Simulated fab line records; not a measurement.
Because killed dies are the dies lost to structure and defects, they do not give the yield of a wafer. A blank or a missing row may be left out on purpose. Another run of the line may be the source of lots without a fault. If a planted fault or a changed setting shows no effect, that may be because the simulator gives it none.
Which tool did it?    flow gf180mcu    39 wafers from 13 lots sampled at 5 of the route's 602 steps

## WHAT EACH GAUGE READ, for each wafer
GF_STI_CD_MEAS_12: the cd target is 220 nm. Usual: cdNm 219.8 nm, standard deviation 1.1.
lot   measured     on        cdNm (nm)          flag
L770  day 2 06:23  cdSem-02  219.6 220.2 219.3  
L771  day 2 11:24  cdSem-02  220.7 220.3 220.2  
L772  day 2 17:01  cdSem-01  218.3 218.6 218.8  
L773  day 2 21:51  cdSem-02  220.4 220.5 220.7  
L776  day 3 13:25  cdSem-02  218.3 220.1 218.4  
L777  day 3 20:19  cdSem-02  222.3 221.4 222.3  
L782  day 4 19:59  cdSem-02  218.9 218.8 220.0  
L783  day 5 01:28  cdSem-01  220.7 220.0 221.5  
L786  day 5 17:01  cdSem-01  221.6 219.9 219.1  
L788  day 6 02:58  cdSem-01  220.3 220.0 220.5  
L789  day 6 08:16  cdSem-02  220.0 220.0 220.6  
L790  day 6 13:07  cdSem-02  218.6 218.9 219.1  
L791  day 6 18:53  cdSem-02  219.1 219.8 220.1  

GF_SAB_CD_MEAS_09: the cd target is 420 nm. Usual: cdNm 419.4 nm, standard deviation 2.6.
lot   measured      on        cdNm (nm)          flag
L770  day 15 06:02  cdSem-02  415.5 414.2 413.5  
L771  day 15 19:53  cdSem-02  421.0 419.6 419.8  
L772  day 16 05:31  cdSem-02  413.3 415.0 415.1  
L773  day 16 16:48  cdSem-01  416.4 416.3 416.5  
L776  day 17 16:53  cdSem-02  417.3 419.0 416.3  
L777  day 18 03:52  cdSem-01  417.7 416.1 418.4  
L782  day 20 01:20  cdSem-02  493.8 494.0 494.3  OFF
L783  day 20 04:43  cdSem-01  495.5 496.8 496.2  OFF
L786  day 21 05:32  cdSem-02  419.9 416.7 420.6  
L788  day 21 19:52  cdSem-02  415.1 416.8 417.3  
L789  day 22 05:57  cdSem-01  424.3 424.8 422.5  
L790  day 22 17:44  cdSem-02  421.5 420.5 418.0  
L791  day 22 23:58  cdSem-02  420.0 421.8 417.6  

GF_V2_OVL_MEAS_15. Usual: V2_OVL typically reads 3 nm, with standard deviation 5.7.
lot   measured      on          V2_OVL (nm)  flag
L770  day 20 09:31  overlay-02  -6 2 6       
L771  day 21 00:55  overlay-02  0 3 5        
L772  day 21 13:32  overlay-01  4 0 -2       
L773  day 21 23:58  overlay-01  -2 -2 2      
L776  day 22 23:31  overlay-01  6 13 4       
L777  day 23 10:46  overlay-01  1 -3 8       
L782  day 25 04:25  overlay-01  7 -8 -1      
L783  day 25 07:32  overlay-02  2 -9 -8      
L786  day 26 04:19  overlay-02  -7 0 0       
L788  day 26 16:19  overlay-02  0 6 3        
L789  day 27 02:14  overlay-02  6 1 4        
L790  day 27 13:07  overlay-02  4 11 4       
L791  day 27 17:49  overlay-01  1 3 -4       

## EACH LOT AND THE TOOL THAT RAN IT (in order: tool; ch and the chambers of the sampled wafers; start)
lot   GF_SAB_EXPOSE_06                    GF_V1_CMP_26
L770  ilineStepper-01 ch 0, day 14 20:12  cmp-01 ch 0,1,3, day 18 06:58
L771  ilineStepper-02 ch 0, day 15 08:40  cmp-01 ch 0,1,3, day 18 22:08
L772  ilineStepper-02 ch 0, day 15 18:43  cmp-02 ch 0,1,2, day 19 10:16
L773  ilineStepper-02 ch 0, day 16 05:39  cmp-02 ch 0,2,3, day 19 21:30
L776  ilineStepper-02 ch 0, day 17 05:05  cmp-01 ch 0,1,2, day 20 23:02
L777  ilineStepper-01 ch 0, day 17 16:16  cmp-01 ch 0,3, day 21 10:11
L782  ilineStepper-01 ch 0, day 19 13:41  cmp-02 ch 0,1,3, day 23 06:02
L783  ilineStepper-01 ch 0, day 19 17:07  cmp-02 ch 1,2, day 23 08:50
L786  ilineStepper-02 ch 0, day 20 17:03  cmp-01 ch 1,2, day 24 07:36
L788  ilineStepper-02 ch 0, day 21 08:17  cmp-01 ch 0,2,3, day 24 20:32
L789  ilineStepper-02 ch 0, day 21 17:55  cmp-01 ch 0,1,2, day 25 06:19
L790  ilineStepper-02 ch 0, day 22 06:29  cmp-02 ch 1,2,3, day 25 16:53
L791  ilineStepper-02 ch 0, day 22 12:22  cmp-02 ch 1,2, day 25 23:18
- GF_SAB_EXPOSE_06: exposes mask SAB, target cd 420 nm.
- GF_V1_CMP_26: polishes, stops on SiO2, t overpolish 15 s, target thk 0 nm.

## AS READ BY THE TOOLS THEMSELVES (means over the sampled wafers that have a number; for cases with no such wafer, the mark the record gives instead)
GF_SAB_EXPOSE_06. Usual: exposureDoseMJCm2 139.92, standard deviation 0.15.
lot   tool             exposureDoseMJCm2  flag
L770  ilineStepper-01  140.01             
L771  ilineStepper-02  140.07             
L772  ilineStepper-02  139.99             
L773  ilineStepper-02  139.77             
L776  ilineStepper-02  139.88             
L777  ilineStepper-01  140.07             
L782  ilineStepper-01  107.66             OFF
L783  ilineStepper-01  107.35             OFF
L786  ilineStepper-02  139.89             
L788  ilineStepper-02  139.81             
L789  ilineStepper-02  139.80             
L790  ilineStepper-02  139.82             
L791  ilineStepper-02  139.91             

GF_V1_CMP_26. Usual: motorCurrentA 11.3 A, standard deviation 1.5; overpolishRunS 15.000 s, standard deviation 0.0085; platenRpm 60.00 rpm, standard deviation 0.04; retainingRingPressureFrac 1.000, standard deviation 0.0045; timeToEndpointS 86 s, standard deviation 3.3.
lot   tool    motorCurrentA (A)  overpolishRunS (s)  platenRpm (rpm)  retainingRingPressureFrac  timeToEndpointS (s)  flag
L770  cmp-01  10.7               14.994              60.03            1.000                      91                   
L771  cmp-01  10.6               14.995              60.02            1.002                      88                   
L772  cmp-02  12.2               14.990              60.01            0.998                      82                   
L773  cmp-02  12.2               15.008              60.00            0.995                      83                   
L776  cmp-01  11.0               14.996              60.00            0.998                      85                   
L777  cmp-01  10.8               14.991              60.00            0.998                      84                   
L782  cmp-02  10.8               15.001              60.00            0.999                      88                   
L783  cmp-02  10.7               15.001              59.99            0.999                      89                   
L786  cmp-01  11.6               14.989              59.98            0.994                      82                   
L788  cmp-01  10.8               14.998              60.04            0.999                      87                   
L789  cmp-01  10.7               14.997              59.99            0.998                      85                   
L790  cmp-02  11.4               14.993              59.99            1.001                      84                   
L791  cmp-02  10.9               15.006              60.04            0.999                      83                   

## THE ANSWER, worked out from the rows above alone
Rule: take the mean of a lot's wafers that have a number; if it is more than 3 standard deviations from the usual mean, the lot is off. Also off: a lot with no number at a reading for which 4 or more lots have one. All remaining lots with rows at the step are treated as sound. First the gauges in route order, then the tools' own readings, where a lot's mean is used as printed above. At the first step where some lot is off, the reading lying furthest off is the one used; lots without a number count as furthest.
Off, at GF_SAB_CD_MEAS_09 on cdNm: L782, L783.
If a tool, at a process step before that reading, ran all the lots that are off and no sound lot after the first of them, it fits. Not tried: the gauges at GF_SAB_CD_MEAS_09; whatever is off there is also off at GF_SAB_EXPOSE_06, on other tools, and gauge error can't account for it. One fits: ilineStepper-01 at GF_SAB_EXPOSE_06. Its last sound lot is L777 (day 17 16:16), its first lot that is off L782 (day 19 13:41): a fault that began between those two fits.
The tool's own readings at GF_SAB_EXPOSE_06 bear it out: on the lots that are off they differ by more than 5 times the standard deviation of the sound lots' means. exposureDoseMJCm2 reads 107.50 there against 139.91 on the sound lots.

## WHAT THE SIMULATOR HAD INSERTED
Drift in process parameters on ilineStepper-01 at GF_SAB_EXPOSE_06, starting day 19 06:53. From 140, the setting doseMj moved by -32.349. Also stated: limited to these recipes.
Struck lots among those shown: L782, L783. The rule above found the same.
